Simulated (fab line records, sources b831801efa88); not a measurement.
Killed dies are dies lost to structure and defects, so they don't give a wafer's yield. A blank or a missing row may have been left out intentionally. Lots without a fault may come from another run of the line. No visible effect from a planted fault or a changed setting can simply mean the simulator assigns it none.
fab line records | flow sky130
record: lots: 7 wafers: 18 last_day: 50
route steps=708 shown VT_ADJUST_PCH@148 SONOS_TUNNEL@154 PAD_OPEN@708
lots that met no fault: taken from a fault-free run of the same line
start_h: the number of hours between the record's first day and the start of the first shown wafer of the lot | wait_h: hours since the lot's step before | " identical to the entry in the row above | L1.1+2: several wafers, shown together as one row | - no value, or no start was given | * or withheld: withheld | < > ~ a bound
route shown NAME@n: NAME is a module with steps in the file, n the number in the route of the first one | usual: mean and standard deviation over wafers with no fault | same: alike in all rows | chamber/n: place in a boat | sites: the reading at each site | _std_site: the standard deviation of these | _edge_site: outer sites' mean less inner sites' | radius_mm: how far each site lies from the wafer's centre | mask NAME#n: copy n | behind: the last tool/chamber to shape the wafer | hold: what put the lot on hold/how long, in hours/how the hold closed | device: which transistor (n, p or np) failed to switch | end of line: tests of these same wafers at the route's end | where a step has no rows: the recipe by itself | killed: dies that structure and defects cost at the first sort, which is not the same as the wafer's yield | map: per-die view of a wafer (x killed, . not killed, _ where there is no die)
set.NAME: the setting as run; set.NAME@STEP: as run at that earlier step | model.NAME: the simulator's own value behind a step, which no gauge read
lots at some steps of the route; a table a step, a row a wafer
services: from which hour (start_h, from the record's first day; less than 0 if before it) a tool's chamber was out of use, for how many hours, and why
== steps ==
step: SKY_VT_ADJUST_PCH_PEB_05
recipe: temp_c: 115 time_s: withheld
step: SKY_VT_ADJUST_PCH_DEVELOP_06
recipe: wall_angle_deg: 90 developer: TMAH develop_time_s: 60 dev_temp_c: 23
step: SKY_VT_ADJUST_PCH_OVL_MEAS_07
usual: VT_ADJUST_PCH_OVL: 0.2/1.5
columns lot.wafer tool chamber start_h wait_h VT_ADJUST_PCH_OVL[nm]
L612.3 overlay-01 - 247.45 - -1.1
L612.4 " - " " 1.5
L612.5 " - " " 0.6
L616.2 overlay-02 - 275.15 - -1.2
L616.4 " - " " -0.6
L616.5 " - " " -1.5
L619.1 overlay-01 - 294.65 - -1.8
L619.4 " - " " -0.9
L620.4 overlay-02 - 301.91 - 0.1
L626.2 overlay-01 - 349.60 - -0.6
L626.3 " - " " 1.2
L626.4 " - " " -0.8
L630.1 overlay-02 - 378.59 - 1.5
L630.2 " - " " 0.7
L630.5 " - " " 1.0
L633.2 overlay-01 - 397.65 - 0.1
L633.3 " - " " 0.9
L633.6 " - " " -0.9
step: SKY_VT_ADJUST_PCH_IMPLANT_08
recipe: species: B energy_kev: 10 dose_cm2: 5e+11 tilt_deg: withheld
step: SKY_VT_ADJUST_PCH_STRIP_09
recipe: chemistry: O2/N2 power_w: 1400 pressure_mtorr: 1500 platen_temp_c: withheld o2_flow_sccm: 3000 n2_flow_sccm: 300 overash_fraction: 0.5
usual: drypump_motor_current_A: 5.5/0.39 n2_flow_sccm: 300.1/0.87 oes_product_au: 0.722/0.0049 strip_time_to_endpoint_s: 36.88/0.096
columns lot.wafer tool chamber start_h wait_h drypump_motor_current_A n2_flow_sccm oes_product_au rf_hours_counter_h strip_time_to_endpoint_s
L612.3 plasma_asher-02 0 247.66 0.1 5.6 301.5 0.728 - 36.87
L612.4 " 1 " " 5.1 301.3 0.722 - 36.95
L612.5 " 0 " " 5.6 299.1 0.725 - 36.88
L616.2 plasma_asher-02 0 275.33 0.1 5.6 299.4 0.719 59 36.88
L616.4 " 0 " " 5.6 300.5 0.716 - 36.84
L616.5 " 0 " " 5.6 301.7 0.715 - 36.91
L619.1 plasma_asher-02 1 294.92 0.1 5.2 300.5 0.724 61 36.84
L619.4 " 0 " " 5.6 300.1 0.713 - 36.88
L620.4 plasma_asher-02 1 302.11 0.1 5.1 299.6 0.724 - 36.84
L626.2 plasma_asher-04 1 349.78 0.1 5.6 300.8 0.716 52 36.87
L626.3 " 0 " " 6.1 300.0 0.729 - 36.96
L626.4 " 1 " " 5.7 301.6 0.719 - 36.84
L630.1 plasma_asher-02 1 378.78 0.1 5.1 299.2 0.729 69 36.87
L630.2 " 0 " " 5.6 298.7 0.716 69 36.89
L630.5 " 0 " " 5.6 299.4 0.724 - 36.98
L633.2 plasma_asher-04 1 397.83 0.1 5.7 300.6 0.726 57 36.93
L633.3 " 1 " " 5.7 299.8 0.721 - 36.98
L633.6 " 0 " " 6.1 299.0 0.719 - 36.90
step: SKY_VT_ADJUST_PCH_TW_MEAS_10
usual: VT_ADJUST_PCH_TW: 141.2/1
columns lot.wafer tool chamber start_h wait_h VT_ADJUST_PCH_TW
L612.3 film_metro-01 - 247.75 0.1 141.2
L612.4 " - " " 140.9
L612.5 " - " " 141.2
L616.2 film_metro-03 - 275.44 0.1 141.9
L616.4 " - " " 142.4
L616.5 " - " " 142.6
L619.1 film_metro-01 - 295.02 0.1 139.9
L619.4 " - " " 140.4
L620.4 film_metro-03 - 302.21 0.1 141.6
L626.2 film_metro-01 - 349.89 0.1 139.3
L626.3 " - " " 139.9
L626.4 " - " " 140.6
L630.1 film_metro-03 - 378.88 0.1 140.9
L630.2 " - " " 140.4
L630.5 " - " " 141.1
L633.2 film_metro-01 - 397.94 0.1 140.8
L633.3 " - " " 139.9
L633.6 " - " " 140.9
step: SKY_SONOS_TUNNEL_DEHYDRATE_00
recipe: temp_c: 200 time_s: 60
step: SKY_SONOS_TUNNEL_HMDS_01
recipe: prime_time_s: 60 prime_temp_c: 120
step: SKY_SONOS_TUNNEL_COAT_02
recipe: resist: NOVOLAK spin_rpm: 3000 resist_thk_nm: 1140
step: SKY_SONOS_TUNNEL_SOFTBAKE_03
recipe: temp_c: 90 time_s: 60 resist: NOVOLAK
step: SKY_SONOS_TUNNEL_EXPOSE_04
recipe: mask_id: TUNM na: 0.6 source_shape: conventional sigma_outer: 0.6 polarization: unpolarized target_cd_nm: 410 dose_mj: 136
step: SKY_SONOS_TUNNEL_PEB_05
recipe: temp_c: withheld time_s: * resist: NOVOLAK
step: SKY_SONOS_TUNNEL_DEVELOP_06
recipe: resist: NOVOLAK developer: TMAH develop_time_s: 60 dev_temp_c: 23
columns lot.wafer tool chamber start_h wait_h
L612.3+4+5 litho_track-04 0 271.90 0.1
L616.2+4+5 litho_track-04 0 300.17 0.1
L619.1+4 litho_track-04 0 319.00 0.1
L620.4 litho_track-04 0 326.77 0.1
L626.2+3+4 litho_track-01 0 378.62 0.1
L630.1+2+5 litho_track-04 0 407.10 0.1
L633.2+3+6 litho_track-02 0 428.05 0.1
step: SKY_SONOS_TUNNEL_CD_MEAS_07
recipe: target_cd_nm: 410
usual: cd_nm: 409.3/2.2
columns lot.wafer tool chamber start_h wait_h cd_nm
L612.3 cd_sem-01 - 272.04 0.1 409.7
L612.4 " - " " 409.3
L612.5 " - " " 409.4
L616.2 cd_sem-01 - 300.32 0.1 408.5
L616.4 " - " " -
L616.5 " - " " 409.3
L619.1 cd_sem-01 - 319.15 0.1 -
L619.4 " - " " -
L620.4 cd_sem-01 - 326.91 0.1 -
L626.2 cd_sem-01 - 378.76 0.1 405.9
L626.3 " - " " 407.2
L626.4 " - " " 405.3
L630.1 cd_sem-01 - 407.25 0.1 410.2
L630.2 " - " " 411.3
L630.5 " - " " 410.6
L633.2 cd_sem-01 - 428.19 0.1 409.0
L633.3 " - " " 408.4
L633.6 " - " " 406.2
step: SKY_SONOS_TUNNEL_OVL_MEAS_08
usual: SONOS_TUNNEL_OVL: 0.8/1.7
columns lot.wafer tool chamber start_h wait_h SONOS_TUNNEL_OVL[nm]
L612.3 overlay-01 - 272.13 0.1 2.3
L612.4 " - " " 1.0
L612.5 " - " " 2.7
L616.2 overlay-01 - 300.42 0.1 2.8
L616.4 " - " " -
L616.5 " - " " 5.2
L619.1 overlay-02 - 319.27 0.1 -
L619.4 " - " " -
L620.4 overlay-02 - 326.99 0.1 -
L626.2 overlay-01 - 378.87 0.1 -0.2
L626.3 " - " " -1.6
L626.4 " - " " -1.5
L630.1 overlay-02 - 407.37 0.1 2.6
L630.2 " - " " 1.7
L630.5 " - " " 0.6
L633.2 overlay-02 - 428.30 0.1 -1.0
L633.3 " - " " -0.7
L633.6 " - " " -0.4
step: SKY_SONOS_TUNNEL_IMPLANT_09
recipe: species: B energy_kev: 20 dose_cm2: 1e+12 tilt_deg: withheld
step: SKY_SONOS_TUNNEL_WET_ETCH_10
recipe: chemistry: dHF target_depth_nm: 14 target: SiO2 dilution: 100:1 temp_c: 25 time_s: 280
step: SKY_SONOS_TUNNEL_STRIP_11
recipe: chemistry: SPM time_s: 600 temp_c: 130
step: SKY_SONOS_TUNNEL_TW_MEAS_12
usual: SONOS_TUNNEL_TW: 195.6/1.4
columns lot.wafer tool chamber start_h wait_h hold SONOS_TUNNEL_TW
L612.3 film_metro-03 - 272.59 0.0 - 196.5
L612.4 " - " " - 197.1
L612.5 " - " " - 197.7
L616.2 film_metro-02 - 300.88 0.0 await_dispo/0.2h/release 195.5
L616.4 " - " " await_dispo/0.2h/release 29.9
L616.5 " - " " await_dispo/0.2h/release 195.9
L616.2 film_metro-02 - 301.10 0.2 - 195.3
L616.4 " - " " - 29.7
L616.5 " - " " - 197.2
L619.1 film_metro-02 - 319.73 0.0 await_dispo/0.2h/release 29.7
L619.4 " - " " await_dispo/0.2h/release 29.5
L619.1 film_metro-02 - 319.96 0.2 - 29.6
L619.4 " - " " - 29.7
L620.4 film_metro-02 - 327.45 0.0 await_dispo/0.2h/release 29.8
L620.4 film_metro-02 - 327.68 0.2 - 29.7
L626.2 film_metro-03 - 379.32 0.0 - 195.1
L626.3 " - " " - 194.7
L626.4 " - " " - 195.4
L630.1 film_metro-03 - 407.81 0.0 - 195.6
L630.2 " - " " - 195.3
L630.5 " - " " - 195.1
L633.2 film_metro-03 - 428.83 0.0 - 196.2
L633.3 " - " " - 196.4
L633.6 " - " " - 196.8
step: SKY_PAD_OPEN_PROBE_99
usual: killed_at_M0_to_M3: 43/6.5 killed_at_M4_up: 3.5/1.9 killed_at_contacts: 24/5.4 killed_at_front_end: 16/4.8 killed_at_other: 0.4/0.64 killed_dies: 87/9.4 killed_on_rim: 18/4.1 killed_open: 47/7 killed_short: 40/6.3
same: gross_dies: 492 killed_at_back_side: 0
columns lot.wafer tool chamber start_h wait_h hold killed_at_M0_to_M3 killed_at_M4_up killed_at_contacts killed_at_front_end killed_at_other killed_dies killed_on_rim killed_open killed_short
L612.3 prober-01 - 1093.37 0.2 - 52 5 23 21 0 101 21 52 49
L612.4 prober-01 - 1093.42 0.2 - 46 3 17 22 1 89 18 45 44
L612.5 prober-01 - 1093.47 0.2 - 38 3 23 24 0 88 21 44 44
L616.2 prober-01 - 1123.06 0.1 await_dispo/2.3h/release 49 3 18 17 0 87 13 57 28
L616.4 prober-01 - 1123.16 0.2 await_dispo/2.3h/release 46 5 17 424 0 492 96 50 44
L616.5 prober-01 - 1123.21 0.2 await_dispo/2.3h/release 41 6 29 22 1 99 23 51 45
L619.1 prober-02 - 1126.81 0.1 await_dispo/3.6h/release 37 3 17 435 0 492 96 38 34
L619.4 prober-02 - 1126.96 0.2 await_dispo/3.6h/release 44 7 28 413 0 492 96 54 40
L620.4 prober-01 - 1143.46 0.2 await_dispo/1.6h/release 36 4 19 432 1 492 96 35 37
L626.2 prober-02 - 1165.15 0.1 - 45 3 23 24 0 95 12 44 51
L626.3 prober-02 - 1165.20 0.2 - 46 5 22 17 1 91 17 43 48
L626.4 prober-02 - 1165.25 0.2 - 46 2 25 12 0 85 22 50 35
L630.1 prober-02 - 1181.39 0.1 - 41 3 30 25 0 99 24 59 40
L630.2 prober-02 - 1181.44 0.1 - 35 3 21 11 0 70 13 37 33
L630.5 prober-02 - 1181.59 0.2 - 39 4 31 14 0 88 16 52 36
L633.2 prober-01 - 1194.84 0.1 - 43 2 19 21 0 85 12 46 39
L633.3 prober-01 - 1194.89 0.2 - 32 1 20 25 1 79 13 34 44
L633.6 prober-01 - 1195.04 0.2 - 42 7 24 21 1 95 23 47 48
killed by level:class
L612.3 VIA1:geometric_particle:open=11 METAL1:geometric_particle:short=9 VIA1:geometric_particle:short=9 CONTACT:geometric_particle:open=8 FIELD_ISO:geometric_particle:open=7 VIA2:geometric_particle:open=6 POLY_GATE:geometric_particle:short=5 CONTACT:geometric_particle:short=5
L612.4 VIA2:geometric_particle:open=8 CONTACT:geometric_particle:open=6 METAL1:geometric_particle:short=6 VIA1:geometric_particle:open=6 POLY_GATE:geometric_particle:open=5 VIA1:geometric_particle:short=5 METAL2:geometric_particle:short=5 POLY_GATE:geometric_particle:short=4
L612.5 POLY_GATE:geometric_particle:short=8 VIA1:geometric_particle:open=8 CONTACT:geometric_particle:short=6 METAL2:geometric_particle:short=6 FIELD_ISO:geometric_particle:open=5 LI_CONTACT:geometric_particle:open=5 CONTACT:geometric_particle:open=5 POLY_GATE:geometric_particle:open=4
L616.2 CONTACT:geometric_particle:open=10 METAL1:geometric_particle:short=9 VIA1:geometric_particle:open=9 VIA3:geometric_particle:open=8 VIA2:geometric_particle:open=7 LI_CONTACT:geometric_particle:open=6 FIELD_ISO:geometric_particle:open=4 FIELD_ISO:geometric_particle:short=4
L616.4 SONOS_TUNNEL:area_develop=396 VIA1:geometric_particle:open=11 FIELD_ISO:geometric_particle:open=8 CONTACT:geometric_particle:open=6 METAL2:geometric_particle:short=6 FIELD_ISO:geometric_particle:short=5 VIA1:geometric_particle:short=5 METAL1:geometric_particle:short=5
L616.5 CONTACT:geometric_particle:short=9 VIA2:geometric_particle:open=9 CONTACT:geometric_particle:open=8 VIA3:geometric_particle:open=8 FIELD_ISO:geometric_particle:open=7 METAL4:geometric_particle:short=6 POLY_GATE:geometric_particle:open=5 LI_CONTACT:geometric_particle:open=5
L619.1 SONOS_TUNNEL:area_develop=420 VIA1:geometric_particle:open=9 VIA2:geometric_particle:open=8 CONTACT:geometric_particle:open=8 FIELD_ISO:geometric_particle:short=6 LI_CONTACT:geometric_particle:open=5 VIA3:geometric_particle:open=5 VIA2:geometric_particle:short=4
L619.4 SONOS_TUNNEL:area_develop=397 CONTACT:geometric_particle:open=14 VIA1:geometric_particle:open=8 METAL2:geometric_particle:short=7 LI_CONTACT:geometric_particle:open=6 VIA1:geometric_particle:short=6 VIA3:geometric_particle:open=6 VIA2:geometric_particle:open=5
L620.4 SONOS_TUNNEL:area_develop=417 LI_CONTACT:geometric_particle:open=7 VIA1:geometric_particle:open=7 CONTACT:geometric_particle:open=7 METAL3:geometric_particle:short=6 VIA1:geometric_particle:short=5 METAL2:geometric_particle:short=4 METAL1:geometric_particle:short=4
L626.2 VIA1:geometric_particle:open=11 CONTACT:geometric_particle:open=10 VIA3:geometric_particle:open=7 VIA2:geometric_particle:short=6 FIELD_ISO:geometric_particle:short=5 LOCAL_INTERCONNECT:geometric_particle:short=5 CONTACT:geometric_particle:short=5 VIA2:geometric_particle:open=5
L626.3 VIA3:geometric_particle:open=9 LOCAL_INTERCONNECT:geometric_particle:short=7 VIA1:geometric_particle:short=7 VIA1:geometric_particle:open=7 CONTACT:geometric_particle:open=6 VIA2:geometric_particle:open=6 METAL1:geometric_particle:short=5 POLY_GATE:geometric_particle:open=4
L626.4 CONTACT:geometric_particle:open=10 VIA1:geometric_particle:open=10 VIA2:geometric_particle:open=7 LI_CONTACT:geometric_particle:open=6 VIA1:geometric_particle:short=6 VIA3:geometric_particle:open=6 METAL3:geometric_particle:short=5 METAL2:geometric_particle:short=4
L630.1 LI_CONTACT:geometric_particle:open=12 VIA1:geometric_particle:open=10 FIELD_ISO:geometric_particle:short=9 VIA2:geometric_particle:open=8 CONTACT:geometric_particle:short=7 VIA3:geometric_particle:open=6 METAL2:geometric_particle:short=5 FIELD_ISO:geometric_particle:open=4
L630.2 VIA1:geometric_particle:open=11 CONTACT:geometric_particle:open=7 METAL2:geometric_particle:short=5 VIA2:geometric_particle:open=5 FIELD_ISO:geometric_particle:short=4 VIA2:geometric_particle:short=4 LI_CONTACT:geometric_particle:short=3 LI_CONTACT:geometric_particle:open=3
L630.5 LI_CONTACT:geometric_particle:open=13 VIA1:geometric_particle:open=11 VIA1:geometric_particle:short=7 CONTACT:geometric_particle:open=6 METAL2:geometric_particle:short=5 METAL1:geometric_particle:short=5 VIA3:geometric_particle:open=5 FIELD_ISO:geometric_particle:short=4
L633.2 VIA1:geometric_particle:open=9 VIA3:geometric_particle:open=9 FIELD_ISO:geometric_particle:short=8 CONTACT:geometric_particle:short=6 METAL2:geometric_particle:short=6 FIELD_ISO:geometric_particle:open=5 POLY_GATE:geometric_particle:open=5 CONTACT:geometric_particle:open=5
L633.3 POLY_GATE:geometric_particle:short=8 FIELD_ISO:geometric_particle:short=7 LI_CONTACT:geometric_particle:open=6 VIA2:geometric_particle:open=6 LOCAL_INTERCONNECT:geometric_particle:short=5 FIELD_ISO:geometric_particle:open=4 CONTACT:geometric_particle:open=4 VIA1:geometric_particle:open=4
L633.6 FIELD_ISO:geometric_particle:short=8 CONTACT:geometric_particle:open=8 VIA3:geometric_particle:open=8 FIELD_ISO:geometric_particle:open=6 CONTACT:geometric_particle:short=6 METAL2:geometric_particle:short=5 VIA1:geometric_particle:open=5 METAL1:geometric_particle:short=4
map L616.4 (x killed, . not)
__________xxxxxxxxxx_________
________xxxxxxxxxxxxxx_______
______xxxxxxxxxxxxxxxxxx_____
_____xxxxxxxxxxxxxxxxxxxx____
____xxxxxxxxxxxxxxxxxxxxxx___
___xxxxxxxxxxxxxxxxxxxxxxxx__
__xxxxxxxxxxxxxxxxxxxxxxxxxx_
_xxxxxxxxxxxxxxxxxxxxxxxxxxxx
_xxxxxxxxxxxxxxxxxxxxxxxxxxxx
_xxxxxxxxxxxxxxxxxxxxxxxxxxxx
_xxxxxxxxxxxxxxxxxxxxxxxxxxxx
_xxxxxxxxxxxxxxxxxxxxxxxxxxxx
_xxxxxxxxxxxxxxxxxxxxxxxxxxxx
_xxxxxxxxxxxxxxxxxxxxxxxxxxxx
_xxxxxxxxxxxxxxxxxxxxxxxxxxxx
__xxxxxxxxxxxxxxxxxxxxxxxxxx_
___xxxxxxxxxxxxxxxxxxxxxxxx__
____xxxxxxxxxxxxxxxxxxxxxx___
_____xxxxxxxxxxxxxxxxxxxx____
______xxxxxxxxxxxxxxxxxx_____
________xxxxxxxxxxxxxx_______
__________xxxxxxxxxx_________
map L619.1 (x killed, . not)
__________xxxxxxxxxx_________
________xxxxxxxxxxxxxx_______
______xxxxxxxxxxxxxxxxxx_____
_____xxxxxxxxxxxxxxxxxxxx____
____xxxxxxxxxxxxxxxxxxxxxx___
___xxxxxxxxxxxxxxxxxxxxxxxx__
__xxxxxxxxxxxxxxxxxxxxxxxxxx_
_xxxxxxxxxxxxxxxxxxxxxxxxxxxx
_xxxxxxxxxxxxxxxxxxxxxxxxxxxx
_xxxxxxxxxxxxxxxxxxxxxxxxxxxx
_xxxxxxxxxxxxxxxxxxxxxxxxxxxx
_xxxxxxxxxxxxxxxxxxxxxxxxxxxx
_xxxxxxxxxxxxxxxxxxxxxxxxxxxx
_xxxxxxxxxxxxxxxxxxxxxxxxxxxx
_xxxxxxxxxxxxxxxxxxxxxxxxxxxx
__xxxxxxxxxxxxxxxxxxxxxxxxxx_
___xxxxxxxxxxxxxxxxxxxxxxxx__
____xxxxxxxxxxxxxxxxxxxxxx___
_____xxxxxxxxxxxxxxxxxxxx____
______xxxxxxxxxxxxxxxxxx_____
________xxxxxxxxxxxxxx_______
__________xxxxxxxxxx_________
== services ==
columns tool chamber start_h hours kind
plasma_asher-04 - 223.91 1.5 repair
plasma_asher-02 - 386.98 3.1 repair
plasma_asher-02 - 421.50 2.8 pm
== key ==
first_sign: step: SKY_SONOS_TUNNEL_CD_MEAS_07 reading: cd_nm direction: missing
effect: step: SKY_SONOS_TUNNEL_OVL_MEAS_08 reading: SONOS_TUNNEL_OVL direction: missing
effect: step: SKY_SONOS_TUNNEL_TW_MEAS_12 reading: visit direction: added
effect: step: SKY_SONOS_TUNNEL_TW_MEAS_12 reading: SONOS_TUNNEL_TW direction: down sigmas: 99+ usual: 195.6 struck: 29.7
effect: step: SKY_PAD_OPEN_PROBE_99 reading: killed_at_front_end direction: up sigmas: 86 usual: 16 struck: 426
more_kills_born_at: SKY_SONOS_TUNNEL_DEVELOP_06@litho_track-04: 1630
met_at SKY_SONOS_TUNNEL_DEVELOP_06
struck_wafers L616.4,L619.1,L619.4,L620.4
later_rows_left_out L616.4,L619.1,L619.4,L620.4
tester_left_out L616,L619,L620
onset_between 271.90 300.17
fault: kind: process_parameter_drift tool: litho_track-04 chamber: - onset_h: 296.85 steps: SKY_SONOS_TUNNEL_DEVELOP_06 channel: develop_time_s offset: * shape: step end_h: 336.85 scope: struck_wafers_only acts_in: * stated: *
tester_left_out: of these lots the tester's yield and bins aren't shown, on N5 and GAA mostly nor the transistor test; their killed dies are dies lost to structure and defects alone, not to doping, threshold or leakage, so they don't give the yield
later_rows_left_out: the simulator's readings of these wafers behind a module that went badly wrong aren't trusted and aren't shown, but for the sort
